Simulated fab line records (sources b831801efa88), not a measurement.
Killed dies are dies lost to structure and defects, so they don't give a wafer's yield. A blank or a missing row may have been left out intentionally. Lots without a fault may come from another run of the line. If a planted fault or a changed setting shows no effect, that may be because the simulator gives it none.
Which tool is to blame? ; flow gf180mcu ; 14 lots, 42 wafers sampled, at 4 steps of a route of 602

WHAT THE GAUGES SHOWED, per wafer
GF_VT_IMPLANT_TW_MEAS_32. Usual: VT_IMPLANT_3_TW gives 268.0 (standard deviation 2.2).
lot;measured;on;VT_IMPLANT_3_TW;flag
L177;day 6 23:17;film metro-03;268.7 270.4 270.9;
L181;day 7 22:26;film metro-01;267.8 266.9 265.8;
L184;day 8 19:27;film metro-01;267.8 267.3 268.5;
L185;day 9 08:56;film metro-01;268.1 266.7 267.6;
L186;day 9 16:29;film metro-03;270.5 270.2 268.9;
L187;day 9 18:52;film metro-03;270.7 268.8 271.0;
L188;day 10 03:40;film metro-01;267.0 266.8 267.5;
L194;day 11 11:45;film metro-04;266.4 266.6 264.5;
L195;day 11 19:34;film metro-04;265.4 265.6 264.4;
L196;day 12 02:18;film metro-03;269.2 268.0 268.0;
L197;day 12 05:43;film metro-03;269.6 269.4 268.9;
L198;day 12 13:08;film metro-01;266.9 265.8 267.0;
L199;day 12 20:59;film metro-03;269.8 268.2 268.8;
L200;day 13 02:20;film metro-03;271.0 269.9 269.2;

GF_VT_IMPLANT_RS_MEAS_46: measures by four-point-probe. Usual: MVSD_RS gives 457.7 ohm/sq (standard deviation 2).
lot;measured;on;MVSD_RS (ohm/sq);flag
L177;day 7 14:30;film metro-02;456.1 457.4 456.3;
L181;day 8 15:20;film metro-04;452.6 453.0 454.1;
L184;day 9 11:56;film metro-02;454.1 453.9 455.1;
L185;day 10 03:16;film metro-03;458.2 459.0 459.2;
L186;day 10 10:32;film metro-03;459.0 458.5 458.8;
L187;day 10 12:44;film metro-04;456.9 457.7 457.9;
L188;day 10 20:33;film metro-03;458.9 460.4 459.0;
L194;day 12 06:38;film metro-02;455.9 455.2 455.2;
L195;day 12 14:53;film metro-02;455.4 456.7 455.2;
L196;day 12 21:43;film metro-02;456.9 457.0 458.4;
L197;day 13 00:37;film metro-03;459.2 458.2 457.4;
L198;day 13 08:05;film metro-02;455.8 456.1 456.4;
L199;day 13 15:22;film metro-03;457.6 457.9 456.4;
L200;day 13 21:38;film metro-03;459.3 457.9 458.1;

GF_POLY_GATE_OVL_MEAS_11. Usual: POLY_GATE_OVL gives -3 nm (standard deviation 5.7).
lot;measured;on;POLY_GATE_OVL (nm);flag
L177;day 9 04:28;overlay-02;-4 0 2;
L181;day 10 06:09;overlay-02;-3 -4 -5;
L184;day 11 11:10;overlay-02;- - -;OFF
L185;day 12 04:16;overlay-02;- - -;OFF
L186;day 12 10:40;overlay-01;-7 6 -6;
L187;day 12 10:30;overlay-02;-6 -6 -2;
L188;day 12 20:22;overlay-01;3 8 0;
L194;day 14 09:16;overlay-02;-3 -4 -8;
L195;day 14 18:49;overlay-01;-3 1 -6;
L196;day 15 05:13;overlay-02;0 6 4;
L197;day 15 04:34;overlay-02;-9 -15 -13;
L198;day 15 12:37;overlay-02;2 4 3;
L199;day 15 16:09;overlay-02;-3 -4 -6;
L200;day 16 00:43;overlay-01;4 0 0;

TOOL THAT RAN EACH LOT (tool first, then ch and the chambers of the sampled wafers, then the start)
lot;GF_POLY_GATE_DEVELOP_09
L177;litho track-03 ch 0, day 9 04:13
L181;litho track-04 ch 0, day 10 05:53
L184;litho track-03, day 11 10:53
L185;litho track-03, day 12 04:01
L186;litho track-02 ch 0, day 12 10:23
L187;litho track-04 ch 0, day 12 10:14
L188;litho track-04 ch 0, day 12 20:09
L194;litho track-04 ch 0, day 14 09:02
L195;litho track-03 ch 0, day 14 18:34
L196;litho track-04 ch 0, day 15 04:59
L197;litho track-03 ch 0, day 15 04:19
L198;litho track-02 ch 0, day 15 12:20
L199;litho track-04 ch 0, day 15 15:54
L200;litho track-03 ch 0, day 16 00:29
- GF_POLY_GATE_DEVELOP_09: develop time 60 s.

WHAT THE TOOLS THEMSELVES READ (means of the sampled wafers that have a number; where no wafer has one, the mark that the record gives instead)
GF_POLY_GATE_DEVELOP_09. Usual: chill plate temp C at 22.99 C, with a standard deviation of 0.11.
lot;tool;chill plate temp C (C);flag
L177;litho track-03;23.16;
L181;litho track-04;23.03;
L184;litho track-03;-;OFF
L185;litho track-03;-;OFF
L186;litho track-02;23.03;
L187;litho track-04;22.90;
L188;litho track-04;22.99;
L194;litho track-04;22.93;
L195;litho track-03;23.06;
L196;litho track-04;23.13;
L197;litho track-03;22.95;
L198;litho track-02;23.02;
L199;litho track-04;23.03;
L200;litho track-03;22.95;

THE ANSWER, worked out from the rows above alone
Rule: take the mean of a lot's wafers that have a number; if it is more than 3 standard deviations from the usual mean, the lot is off. Also off: a lot with no number at a reading for which 4 or more lots have one. Where the step has rows for the other lots, those lots are counted as sound. The gauges are gone through in route order, then the tools' own readings, and for those a lot's mean is taken as printed above. The first step at which some lot is off is used, and at that step the reading that is off furthest; a lot without a number counts as furthest.
Off: L184, L185, at GF_POLY_GATE_OVL_MEAS_11 (POLY_GATE_OVL). Without a number there: L184, L185.
A tool fits if, at a process step before that reading, it ran every lot that is off, and no sound lot after the first of them. The gauges at GF_POLY_GATE_OVL_MEAS_11 aren't tried: what is off there is off at GF_POLY_GATE_DEVELOP_09 too, on other tools, and a gauge's error can't cause that. No candidate that was tried fits.

WHAT WAS PUT IN BY THE SIMULATOR
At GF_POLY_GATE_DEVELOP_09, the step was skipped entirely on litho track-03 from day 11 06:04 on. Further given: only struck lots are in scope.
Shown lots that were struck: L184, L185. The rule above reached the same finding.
